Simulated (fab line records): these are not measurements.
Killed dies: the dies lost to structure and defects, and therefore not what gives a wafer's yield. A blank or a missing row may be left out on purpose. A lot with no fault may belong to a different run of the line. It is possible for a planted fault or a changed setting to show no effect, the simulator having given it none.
2 desks, one fault    flow gf180mcu    each desk holds nothing but its own numbers, with what lay behind them at the end

DESK OF THE TOOL OWNER: pecvd-01
The tool's own readings at GF_PASSIVATION_CVD_00 (deposits SiO2 from TEOS, target thk 1000 nm, time 111.95 s): means of the sampled wafers that have a number, for each lot that ran on this tool. The brackets show how far a lot's mean lies from the usual mean; more than 4 standard deviations puts the lot out of limits, marked OUT.
Columns: A = heater_power_w at GF_PASSIVATION_CVD_00, usual 658 W
lot   first seen here  A
L875  day 31 20:53     730
L876  day 32 07:11     771
L877  day 32 11:38     784
This desk found nothing out of limits on any of the 3 lots.

THE METROLOGY DESK
Lot by lot, what the gauges showed, no matter which tool ran the lot: averages of those sampled wafers that carry a number. The brackets show how far a lot's mean lies from the usual mean; more than 4 standard deviations puts the lot out of limits, marked OUT.
Columns: A = V4_CVD_02_THK at GF_V4_THK_MEAS_03, usual 849 nm; B = M5_OVL at GF_M5_OVL_MEAS_08, usual -2 nm; C = PASSIVATION_CVD_00_THK at GF_PASSIVATION_THK_MEAS_01, usual 997 nm
lot   first seen here  A    B   C
L864  day 24 06:21     837  3   990
L867  day 25 06:20     846  -2  1002
L868  day 25 15:08     847  -0  979
L869  day 26 01:26     847  -5  990
L871  day 26 13:34     843  -6  1006
L874  day 27 12:03     839  6   1007
L875  day 27 17:23     846  -1  991
L876  day 28 03:28     846  -4  880 (-9.0) OUT
L877  day 28 12:16     853  -7  875 (-9.4) OUT
L881  day 29 14:44     848  6   995
L883  day 29 22:52     855  -3  1009
L884  day 30 07:09     840  -7  988
L885  day 30 14:29     852  2   1009
Per this desk, out of limits: L876, L877; the first was L876, day 32 07:16 (PASSIVATION_CVD_00_THK at GF_PASSIVATION_THK_MEAS_01). L864, L867, L868, L869, L871, L874, L875, L881, L883, L884, L885 stayed within limits.

TAKEN TOGETHER
An alarm was possible from the metrology desk at day 32 07:16, on L876, L877.
The desk of the tool owner found nothing out of limits.
Tool owner's desk: L876, L877 on record, inside its limits.
The lots listed all ran GF_PASSIVATION_CVD_00 on pecvd-01.

WHAT HAD BEEN PUT IN BY THE SIMULATOR
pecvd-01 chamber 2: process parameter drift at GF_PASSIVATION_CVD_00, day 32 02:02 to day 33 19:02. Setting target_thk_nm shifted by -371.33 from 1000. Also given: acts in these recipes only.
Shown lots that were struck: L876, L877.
Time in hours between the start of the fault and the first out-of-limits reading at each desk: metrology desk, 5.
